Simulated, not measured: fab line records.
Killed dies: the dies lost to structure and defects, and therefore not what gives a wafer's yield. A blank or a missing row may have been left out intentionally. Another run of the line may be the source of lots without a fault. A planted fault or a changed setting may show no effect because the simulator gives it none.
Which tool is to blame? / flow gf180mcu / 11 lots with 33 wafers sampled at 5 steps, on a route of 602 steps

== WHAT THE GAUGES SHOWED, per wafer ==
GF_VT_IMPLANT_TW_MEAS_43. Usual: VT_IMPLANT_4_TW 694, standard deviation 8.5.
lot=L341; measured=day 7 13:20; on=filmMetro-03; VT_IMPLANT_4_TW=695 705 697; flag=
lot=L343; measured=day 8 03:07; on=filmMetro-03; VT_IMPLANT_4_TW=698 701 702; flag=
lot=L347; measured=day 9 04:02; on=filmMetro-03; VT_IMPLANT_4_TW=703 700 702; flag=
lot=L349; measured=day 9 16:50; on=filmMetro-03; VT_IMPLANT_4_TW=700 702 708; flag=
lot=L351; measured=day 10 06:28; on=filmMetro-02; VT_IMPLANT_4_TW=683 683 687; flag=
lot=L352; measured=day 10 10:48; on=filmMetro-03; VT_IMPLANT_4_TW=694 701 697; flag=
lot=L353; measured=day 10 20:11; on=filmMetro-04; VT_IMPLANT_4_TW=688 683 685; flag=
lot=L354; measured=day 11 02:39; on=filmMetro-03; VT_IMPLANT_4_TW=705 702 709; flag=
lot=L357; measured=day 12 00:22; on=filmMetro-02; VT_IMPLANT_4_TW=684 685 687; flag=
lot=L361; measured=day 12 23:49; on=filmMetro-02; VT_IMPLANT_4_TW=30 30 30 30 30 30; flag=OFF
lot=L364; measured=day 13 16:10; on=filmMetro-03; VT_IMPLANT_4_TW=701 706 705; flag=

GF_PSD_OVL_MEAS_08. Usual: PSD_OVL 1.2 nm, standard deviation 1.4.
lot=L341; measured=day 14 10:19; on=overlay-02; PSD_OVL (nm)=2.4 1.1 0.9; flag=
lot=L343; measured=day 15 11:46; on=overlay-02; PSD_OVL (nm)=2.8 1.9 3.4; flag=
lot=L347; measured=day 16 14:49; on=overlay-02; PSD_OVL (nm)=1.1 1.3 0.9; flag=
lot=L349; measured=day 17 01:09; on=overlay-01; PSD_OVL (nm)=-0.1 1.7 0.9; flag=
lot=L351; measured=day 17 19:03; on=overlay-02; PSD_OVL (nm)=3.5 3.3 3.0; flag=
lot=L352; measured=day 18 05:07; on=overlay-02; PSD_OVL (nm)=1.3 2.5 1.7; flag=
lot=L353; measured=day 18 17:00; on=overlay-01; PSD_OVL (nm)=0.6 -0.5 0.4; flag=
lot=L354; measured=day 18 19:14; on=overlay-02; PSD_OVL (nm)=4.2 3.8 3.3; flag=
lot=L357; measured=day 20 02:25; on=overlay-01; PSD_OVL (nm)=1.6 1.1 3.2; flag=
lot=L364; measured=day 21 17:32; on=overlay-02; PSD_OVL (nm)=4.4 2.3 2.0; flag=

GF_SAB_OVL_MEAS_10. Usual: SAB_OVL -0.3 nm, standard deviation 1.1.
lot=L341; measured=day 15 08:22; on=overlay-02; SAB_OVL (nm)=-0.2 0.7 0.0; flag=
lot=L343; measured=day 16 10:07; on=overlay-01; SAB_OVL (nm)=-1.0 -1.7 0.2; flag=
lot=L347; measured=day 17 14:10; on=overlay-01; SAB_OVL (nm)=0.2 -1.7 -1.6; flag=
lot=L349; measured=day 18 00:24; on=overlay-01; SAB_OVL (nm)=-0.6 0.6 0.4; flag=
lot=L351; measured=day 18 19:39; on=overlay-02; SAB_OVL (nm)=-0.8 0.2 0.5; flag=
lot=L352; measured=day 19 05:56; on=overlay-02; SAB_OVL (nm)=0.4 -0.7 0.6; flag=
lot=L353; measured=day 19 17:43; on=overlay-01; SAB_OVL (nm)=-0.5 0.6 -1.4; flag=
lot=L354; measured=day 19 20:05; on=overlay-01; SAB_OVL (nm)=-0.6 -2.8 -2.2; flag=
lot=L357; measured=day 21 02:35; on=overlay-02; SAB_OVL (nm)=0.8 0.0 -0.7; flag=
lot=L364; measured=day 22 15:53; on=overlay-01; SAB_OVL (nm)=-2.8 0.2 -0.1; flag=

== EACH LOT AND THE TOOL THAT RAN IT (in order: tool; ch and the chambers of the sampled wafers; start) ==
lot=L341; GF_VT_IMPLANT_STRIP_31=plasmaAsher-03 ch 0,1, day 6 21:00; GF_VT_IMPLANT_STRIP_42=plasmaAsher-03 ch 0,1, day 7 13:16
lot=L343; GF_VT_IMPLANT_STRIP_31=plasmaAsher-01 ch 0,1, day 7 11:04; GF_VT_IMPLANT_STRIP_42=plasmaAsher-03 ch 0,1, day 8 03:01
lot=L347; GF_VT_IMPLANT_STRIP_31=plasmaAsher-03 ch 0,1, day 8 11:57; GF_VT_IMPLANT_STRIP_42=plasmaAsher-03 ch 0,1, day 9 03:58
lot=L349; GF_VT_IMPLANT_STRIP_31=plasmaAsher-03 ch 0,1, day 8 23:52; GF_VT_IMPLANT_STRIP_42=plasmaAsher-03 ch 0,1, day 9 16:44
lot=L351; GF_VT_IMPLANT_STRIP_31=plasmaAsher-03 ch 0,1, day 9 13:58; GF_VT_IMPLANT_STRIP_42=plasmaAsher-01 ch 0,1, day 10 06:22
lot=L352; GF_VT_IMPLANT_STRIP_31=plasmaAsher-03 ch 0, day 9 18:08; GF_VT_IMPLANT_STRIP_42=plasmaAsher-03 ch 1, day 10 10:41
lot=L353; GF_VT_IMPLANT_STRIP_31=plasmaAsher-03 ch 0,1, day 10 03:31; GF_VT_IMPLANT_STRIP_42=plasmaAsher-02 ch 0,1, day 10 20:05
lot=L354; GF_VT_IMPLANT_STRIP_31=plasmaAsher-03 ch 0,1, day 10 09:19; GF_VT_IMPLANT_STRIP_42=plasmaAsher-01 ch 0,1, day 11 02:33
lot=L357; GF_VT_IMPLANT_STRIP_31=plasmaAsher-01 ch 0,1, day 11 05:18; GF_VT_IMPLANT_STRIP_42=plasmaAsher-02 ch 0,1, day 12 00:16
lot=L361; GF_VT_IMPLANT_STRIP_31=plasmaAsher-03 ch 0,1, day 12 05:04; GF_VT_IMPLANT_STRIP_42=plasmaAsher-02 ch 0,1, day 12 23:43
lot=L364; GF_VT_IMPLANT_STRIP_31=plasmaAsher-01 ch 0,1, day 12 20:49; GF_VT_IMPLANT_STRIP_42=plasmaAsher-02 ch 0,1, day 13 16:04
- GF_VT_IMPLANT_STRIP_31: strips in O2/N2.
- GF_VT_IMPLANT_STRIP_42: strips in O2/N2.

== WHAT THE TOOLS THEMSELVES READ (means of the sampled wafers that have a number; where no wafer has one, the mark that the record gives instead) ==
GF_VT_IMPLANT_STRIP_31. Usual: drypumpMotorCurrentA 5.8 A, standard deviation 0.42; heaterPowerW 370 W, standard deviation 28; oesProductAu 0.717 a.u., standard deviation 0.0044; stripTimeToEndpointS 12.64 s, standard deviation 0.036.
lot=L341; tool=plasmaAsher-03; drypumpMotorCurrentA (A)=5.8; heaterPowerW (W)=400; oesProductAu (a.u.)=0.719; stripTimeToEndpointS (s)=12.61; flag=
lot=L343; tool=plasmaAsher-01; drypumpMotorCurrentA (A)=5.7; heaterPowerW (W)=351; oesProductAu (a.u.)=0.714; stripTimeToEndpointS (s)=12.60; flag=
lot=L347; tool=plasmaAsher-03; drypumpMotorCurrentA (A)=5.9; heaterPowerW (W)=397; oesProductAu (a.u.)=0.720; stripTimeToEndpointS (s)=12.58; flag=
lot=L349; tool=plasmaAsher-03; drypumpMotorCurrentA (A)=6.1; heaterPowerW (W)=381; oesProductAu (a.u.)=0.722; stripTimeToEndpointS (s)=12.67; flag=
lot=L351; tool=plasmaAsher-03; drypumpMotorCurrentA (A)=5.9; heaterPowerW (W)=395; oesProductAu (a.u.)=0.722; stripTimeToEndpointS (s)=12.62; flag=
lot=L352; tool=plasmaAsher-03; drypumpMotorCurrentA (A)=6.4; heaterPowerW (W)=386; oesProductAu (a.u.)=0.713; stripTimeToEndpointS (s)=12.65; flag=
lot=L353; tool=plasmaAsher-03; drypumpMotorCurrentA (A)=6.1; heaterPowerW (W)=384; oesProductAu (a.u.)=0.715; stripTimeToEndpointS (s)=12.67; flag=
lot=L354; tool=plasmaAsher-03; drypumpMotorCurrentA (A)=5.9; heaterPowerW (W)=395; oesProductAu (a.u.)=0.714; stripTimeToEndpointS (s)=12.64; flag=
lot=L357; tool=plasmaAsher-01; drypumpMotorCurrentA (A)=5.5; heaterPowerW (W)=340; oesProductAu (a.u.)=0.719; stripTimeToEndpointS (s)=12.70; flag=
lot=L361; tool=plasmaAsher-03; drypumpMotorCurrentA (A)=6.1; heaterPowerW (W)=384; oesProductAu (a.u.)=0.936; stripTimeToEndpointS (s)=-; flag=OFF
lot=L364; tool=plasmaAsher-01; drypumpMotorCurrentA (A)=5.7; heaterPowerW (W)=357; oesProductAu (a.u.)=0.717; stripTimeToEndpointS (s)=12.66; flag=

GF_VT_IMPLANT_STRIP_42. Usual: drypumpMotorCurrentA 5.7 A, standard deviation 0.45; heaterPowerW 367 W, standard deviation 28; oesProductAu 0.716 a.u., standard deviation 0.0044; stripTimeToEndpointS 12.65 s, standard deviation 0.033.
lot=L341; tool=plasmaAsher-03; drypumpMotorCurrentA (A)=6.1; heaterPowerW (W)=386; oesProductAu (a.u.)=0.714; stripTimeToEndpointS (s)=12.65; flag=
lot=L343; tool=plasmaAsher-03; drypumpMotorCurrentA (A)=5.9; heaterPowerW (W)=402; oesProductAu (a.u.)=0.717; stripTimeToEndpointS (s)=12.65; flag=
lot=L347; tool=plasmaAsher-03; drypumpMotorCurrentA (A)=5.9; heaterPowerW (W)=392; oesProductAu (a.u.)=0.716; stripTimeToEndpointS (s)=12.67; flag=
lot=L349; tool=plasmaAsher-03; drypumpMotorCurrentA (A)=6.1; heaterPowerW (W)=385; oesProductAu (a.u.)=0.718; stripTimeToEndpointS (s)=12.60; flag=
lot=L351; tool=plasmaAsher-01; drypumpMotorCurrentA (A)=5.7; heaterPowerW (W)=356; oesProductAu (a.u.)=0.718; stripTimeToEndpointS (s)=12.63; flag=
lot=L352; tool=plasmaAsher-03; drypumpMotorCurrentA (A)=5.6; heaterPowerW (W)=404; oesProductAu (a.u.)=0.718; stripTimeToEndpointS (s)=12.68; flag=
lot=L353; tool=plasmaAsher-02; drypumpMotorCurrentA (A)=5.3; heaterPowerW (W)=337; oesProductAu (a.u.)=0.716; stripTimeToEndpointS (s)=12.71; flag=
lot=L354; tool=plasmaAsher-01; drypumpMotorCurrentA (A)=5.7; heaterPowerW (W)=350; oesProductAu (a.u.)=0.713; stripTimeToEndpointS (s)=12.64; flag=
lot=L357; tool=plasmaAsher-02; drypumpMotorCurrentA (A)=5.3; heaterPowerW (W)=339; oesProductAu (a.u.)=0.717; stripTimeToEndpointS (s)=12.67; flag=
lot=L361; tool=plasmaAsher-02; drypumpMotorCurrentA (A)=5.3; heaterPowerW (W)=344; oesProductAu (a.u.)=0.716; stripTimeToEndpointS (s)=18.77; flag=OFF
lot=L364; tool=plasmaAsher-02; drypumpMotorCurrentA (A)=5.3; heaterPowerW (W)=345; oesProductAu (a.u.)=0.719; stripTimeToEndpointS (s)=12.67; flag=

== THE ANSWER, worked out from the rows above alone ==
Rule: a lot is off if the mean of its wafers that have a number lies more than 3 standard deviations from the usual mean. Also off: a lot with no number at a reading for which 4 or more lots have one. Any other lot the step has rows for is counted as sound. The gauges are gone through in route order, then the tools' own readings, and for those a lot's mean is taken as printed above. At the first step where some lot is off, the reading lying furthest off is the one used; lots without a number count as furthest.
Off: L361, seen at GF_VT_IMPLANT_TW_MEAS_43 (VT_IMPLANT_4_TW).
If a tool, at a process step before that reading, ran all the lots that are off and no sound lot after the first of them, it fits. Not tried: the gauges at GF_VT_IMPLANT_TW_MEAS_43; whatever is off there is also off at GF_VT_IMPLANT_STRIP_31, on other tools, and gauge error can't account for it. One fits: plasmaAsher-03 at GF_VT_IMPLANT_STRIP_31. A fault onset in the window from L354 (day 10 09:19, its last sound lot) to L361 (day 12 05:04, its first lot off) fits.
The tool's own readings at GF_VT_IMPLANT_STRIP_31 bear it out: on the lots that are off they differ by more than 5 times the standard deviation of the sound lots' means. oesProductAu reads 0.936 a.u. there against 0.718 a.u. on the sound lots.
Blank at GF_VT_IMPLANT_STRIP_31 on the lots that are off, where sound lots have numbers: stripTimeToEndpointS.

== WHAT HAD BEEN PUT IN BY THE SIMULATOR ==
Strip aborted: plasmaAsher-03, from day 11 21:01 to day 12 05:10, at GF_VT_IMPLANT_STRIP_31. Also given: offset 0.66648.
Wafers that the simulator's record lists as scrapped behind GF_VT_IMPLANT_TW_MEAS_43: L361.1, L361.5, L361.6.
Lots struck among those shown: L361. The rule given above showed the same thing.
